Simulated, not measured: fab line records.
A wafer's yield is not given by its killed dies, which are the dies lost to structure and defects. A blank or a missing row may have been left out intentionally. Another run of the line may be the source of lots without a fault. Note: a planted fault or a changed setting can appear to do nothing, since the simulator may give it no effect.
Chamber matching + flow gf180mcu + 4 sister chambers for GF_SAB_ETCH_11 on rie_diel-03
The step etches SiO2 in C4F8/O2/Ar, target depth 55 nm, time 8.5 s. 8 wafers are shown with their chamber, then 11 later ones without.

## WAFERS PAIRED WITH THEIR CHAMBERS
| wafer  | chamber | oes_product_au (a.u.) |
|--------|---------|-----------------------|
| L078.2 | 1       | 0.992                 |
| L078.4 | 0       | 0.997                 |
| L084.2 | 0       | 0.991                 |
| L084.3 | 1       | 0.988                 |
| L084.4 | 3       | 1.000                 |
| L084.5 | 2       | 0.994                 |
| L084.6 | 3       | 0.998                 |
| L086.4 | 2       | 0.969                 |

## WAFERS WITHOUT THEIR CHAMBER
| wafer  | oes_product_au (a.u.) |
|--------|-----------------------|
| L086.5 | 0.984                 |
| L086.6 | 0.979                 |
| L090.1 | 1.008                 |
| L090.3 | 0.984                 |
| L090.6 | 0.994                 |
| L092.1 | 0.988                 |
| L092.3 | 1.005                 |
| L092.6 | 0.993                 |
| L094.1 | 0.998                 |
| L094.2 | 1.000                 |
| L094.5 | 1.009                 |

## CHAMBER TAKEN BY EACH
| wafer  | from the rows above               | in truth |
|--------|-----------------------------------|----------|
| L086.5 | can't be placed: 2 or 1 or 0 or 3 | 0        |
| L086.6 | can't be placed: 2 or 1 or 0 or 3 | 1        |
| L090.1 | can't be placed: 3 or 0 or 1 or 2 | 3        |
| L090.3 | can't be placed: 2 or 1 or 0 or 3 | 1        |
| L090.6 | can't be placed: 0 or 1 or 3 or 2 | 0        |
| L092.1 | can't be placed: 1 or 0 or 2 or 3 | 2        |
| L092.3 | can't be placed: 3 or 0 or 1 or 2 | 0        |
| L092.6 | can't be placed: 0 or 1 or 3 or 2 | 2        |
| L094.1 | can't be placed: 3 or 0 or 1 or 2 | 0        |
| L094.2 | can't be placed: 3 or 0 or 1 or 2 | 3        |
| L094.5 | can't be placed: 3 or 0 or 1 or 2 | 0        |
Correct placement for 0 of the 11. These rows do not allow placing 11 (true chamber among the candidates in 11). 0 placed wrongly.
How it was worked out, from the rows above alone: a wafer's distance from a chamber is the root of the sum, over the readings, of the square of ((its reading less the chamber's mean) divided by the reading's scatter). The wafer belongs to the nearest chamber; if the next one is less than 2 further off, it can't be placed. For every chamber, the mean is computed from those of its wafers that are shown. The scatter: the root of (the sum of the squares of (reading less its chamber's mean) over the shown wafers, divided by (wafers less chambers)).
